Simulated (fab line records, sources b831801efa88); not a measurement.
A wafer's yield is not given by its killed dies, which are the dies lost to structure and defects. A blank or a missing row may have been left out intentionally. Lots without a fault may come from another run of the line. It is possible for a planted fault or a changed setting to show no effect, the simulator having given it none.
Which tool was responsible? ; flow sky130 ; Sampling: 6 lots, 18 wafers, 4 of 708 route steps

WHAT THE GAUGES SHOWED, per wafer
SKY_GATE_OXIDE_TW_MEAS_14.
lot;measured;on;GATE_OXIDE_TW
L305;day 15 09:52;film-metro-03;226.1 223.9 225.2
L311;day 17 20:41;film-metro-03;224.5 223.0 225.2
L313;day 18 09:22;film-metro-01;221.9 222.4 223.5
L316;day 19 08:12;film-metro-03;224.3 223.3 223.0
L320;day 20 13:13;film-metro-02;220.2 219.9 221.1
L323;day 21 15:43;film-metro-01;222.0 220.3 222.8

TOOL THAT RAN EACH LOT (tool first, then ch and the chambers of the sampled wafers, then the start)
lot;SKY_NWELL_RTA_28;SKY_VT_ADJUST_LVTN_STRIP_09;SKY_GATE_OXIDE_IMPLANT_11
L305;rtp-anneal-01 ch 0, day 6 11:57;plasma-asher-03 ch 0,1, day 8 04:01;implanter-01 ch 0, day 15 09:32
L311;rtp-anneal-01 ch 0, day 8 03:09;plasma-asher-02 ch 0,1, day 9 22:38;implanter-01 ch 0, day 17 20:22
L313;rtp-anneal-01 ch 0, day 8 15:16;plasma-asher-01 ch 0,1, day 10 10:53;implanter-01 ch 0, day 18 09:04
L316;rtp-anneal-01 ch 0, day 9 07:32;plasma-asher-03 ch 0,1, day 11 04:31;implanter-01 ch 0, day 19 07:52
L320;rtp-anneal-02 ch 0, day 10 03:31;plasma-asher-01 ch 0,1, day 12 01:19;implanter-04 ch 0, day 20 12:52
L323;rtp-anneal-01 ch 0, day 10 21:14;plasma-asher-01 ch 0,1, day 12 21:11;implanter-04 ch 0, day 21 15:23
- SKY_NWELL_RTA_28: time 30 s.
- SKY_VT_ADJUST_LVTN_STRIP_09: strips in O2/N2.
- SKY_GATE_OXIDE_IMPLANT_11

THE ANSWER, worked out from the rows above alone
Rule: the usual values come from the lots themselves. The widest of any qualifying gaps counts: lots, ordered by their means at a reading, are off when they make up no more than a third of the lots, leave a main group of 4 or more, and stand apart from it by 3 or more times the standard deviation of that group's means. A main group whose means are all the same, to the digits that the tables above print for the reading, isn't used. Also off: a lot with no number at a reading for which 4 or more lots have one. All remaining lots with rows at the step are treated as sound.
Nothing can be told from this: no lot is off at any reading shown.

WHAT HAD BEEN PUT IN BY THE SIMULATOR
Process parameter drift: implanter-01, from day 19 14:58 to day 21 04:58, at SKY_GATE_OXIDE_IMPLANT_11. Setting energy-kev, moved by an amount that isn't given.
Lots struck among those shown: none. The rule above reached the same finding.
